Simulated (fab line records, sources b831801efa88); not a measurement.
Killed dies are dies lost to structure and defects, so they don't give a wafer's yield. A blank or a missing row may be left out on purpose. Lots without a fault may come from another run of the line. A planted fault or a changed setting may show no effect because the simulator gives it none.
Which tool did it? | flow sky130 | 12 lots, 36 wafers sampled, at 3 steps of a route of 708

WHAT THE GAUGES READ, wafer by wafer
SKY_VT_ADJUST_LVTN_OVL_MEAS_18. Usual: VT_ADJUST_LVTN_01_OVL -1.4 nm, standard deviation 1.6.
lot  | measured     | on         | VT_ADJUST_LVTN_01_OVL (nm) | flag
L174 | day 7 15:52  | overlay-01 | -0.2 -2.8 -0.6             |
L175 | day 8 00:13  | overlay-01 | -4.1 -3.2 -3.8             |
L176 | day 8 07:46  | overlay-02 | -1.6 -0.6 -1.6             |
L177 | day 8 20:02  | overlay-01 | -1.7 -3.4 -2.0             |
L178 | day 9 10:51  | overlay-02 | -2.0 -2.3 -1.5             |
L181 | day 9 16:22  | overlay-02 | -3.1 -1.5 -3.0             |
L182 | day 9 22:34  | overlay-02 | 0.5 0.1 1.8                |
L184 | day 10 12:53 | overlay-02 | -0.2 -0.8 -0.3             |
L187 | day 11 08:46 | overlay-01 | -0.2 0.6 -0.6              |
L189 | day 11 21:55 | overlay-01 | -3.9 -0.7 1.1              |
L191 | day 12 15:19 | overlay-01 | -3.6 -0.7 -2.6             |
L196 | day 13 21:04 | overlay-01 | 0.0 -0.6 -2.8              |

WHICH TOOL RAN EACH LOT (tool, then ch and the chambers of the sampled wafers, then the start)
lot  | SKY_NWELL_COAT_05                | SKY_NWELL_STRIP_14
L174 | litho_track-03 ch 0, day 4 04:44 | plasma_asher-03 ch 0,1, day 4 13:50
L175 | litho_track-01 ch 0, day 4 11:58 | plasma_asher-04 ch 0,1, day 4 20:37
L176 | litho_track-02 ch 0, day 4 17:11 | plasma_asher-01 ch 0,1, day 5 02:37
L177 | litho_track-03 ch 0, day 5 04:25 | plasma_asher-03 ch 0,1, day 5 13:28
L178 | litho_track-01 ch 0, day 5 14:49 | plasma_asher-01 ch 0,1, day 6 00:55
L181 | litho_track-01 ch 0, day 5 21:13 | plasma_asher-04 ch 0,1, day 6 07:43
L182 | litho_track-01 ch 0, day 6 03:13 | plasma_asher-04 ch 0,1, day 6 13:34
L184 | litho_track-01 ch 0, day 6 15:09 | plasma_asher-01 ch 0,1, day 7 00:35
L187 | litho_track-03 ch 0, day 7 05:23 | plasma_asher-01 ch 0,1, day 7 16:35
L189 | litho_track-03 ch 0, day 7 17:22 | plasma_asher-01 ch 0,1, day 8 04:12
L191 | litho_track-03 ch 0, day 8 08:37 | plasma_asher-01 ch 0,1, day 8 19:21
L196 | litho_track-02 ch 0, day 9 09:41 | plasma_asher-04 ch 0,1, day 9 20:23
- SKY_NWELL_COAT_05: resist thk 3000 nm.
- SKY_NWELL_STRIP_14: strips in O2/N2.

WHAT THE TOOLS THEMSELVES READ (means of the sampled wafers that have a number; where no wafer has one, the mark that the record gives instead)
SKY_NWELL_STRIP_14. Usual: drypump_motor_current_A 5.6 A, standard deviation 0.41; oes_product_au 0.722 a.u., standard deviation 0.0047; strip_time_to_endpoint_s 36.90 s, standard deviation 0.11.
lot  | tool            | drypump_motor_current_A (A) | oes_product_au (a.u.) | strip_time_to_endpoint_s (s) | flag
L174 | plasma_asher-03 | 5.5                         | 0.720                 | 36.93                        |
L175 | plasma_asher-04 | 6.1                         | 0.728                 | 36.81                        |
L176 | plasma_asher-01 | 5.3                         | 0.722                 | 37.10                        |
L177 | plasma_asher-03 | 5.3                         | 0.724                 | 36.82                        |
L178 | plasma_asher-01 | 5.3                         | 0.722                 | 36.94                        |
L181 | plasma_asher-04 | 6.0                         | 0.721                 | 36.87                        |
L182 | plasma_asher-04 | 6.0                         | 0.722                 | 36.94                        |
L184 | plasma_asher-01 | 5.3                         | 0.725                 | 36.84                        |
L187 | plasma_asher-01 | 5.2                         | 0.712                 | 16.23                        | OFF
L189 | plasma_asher-01 | 5.2                         | 0.713                 | 16.21                        | OFF
L191 | plasma_asher-01 | 5.2                         | 0.717                 | 16.17                        | OFF
L196 | plasma_asher-04 | 6.0                         | 0.720                 | 36.86                        |

THE ANSWER, worked out from the rows above alone
Rule: a lot is off if the mean of its wafers that have a number lies more than 3 standard deviations from the usual mean. A lot without any number at a reading at which 4 lots or more have one is off too. The other lots that the step has rows for count as sound. The gauges are gone through in route order, then the tools' own readings, and for those a lot's mean is taken as printed above. The first step at which some lot is off is used, and at that step the reading that is off furthest; a lot without a number counts as furthest.
Off: L187, L189, L191, at SKY_NWELL_STRIP_14 (strip_time_to_endpoint_s).
A tool fits if, at that step or a process step before it, it ran every lot that is off, and no sound lot after the first of them. Can't be told from this: 2 tools fit, litho_track-03 at SKY_NWELL_COAT_05, plasma_asher-01 at SKY_NWELL_STRIP_14.

WHAT THE SIMULATOR HAD PUT IN
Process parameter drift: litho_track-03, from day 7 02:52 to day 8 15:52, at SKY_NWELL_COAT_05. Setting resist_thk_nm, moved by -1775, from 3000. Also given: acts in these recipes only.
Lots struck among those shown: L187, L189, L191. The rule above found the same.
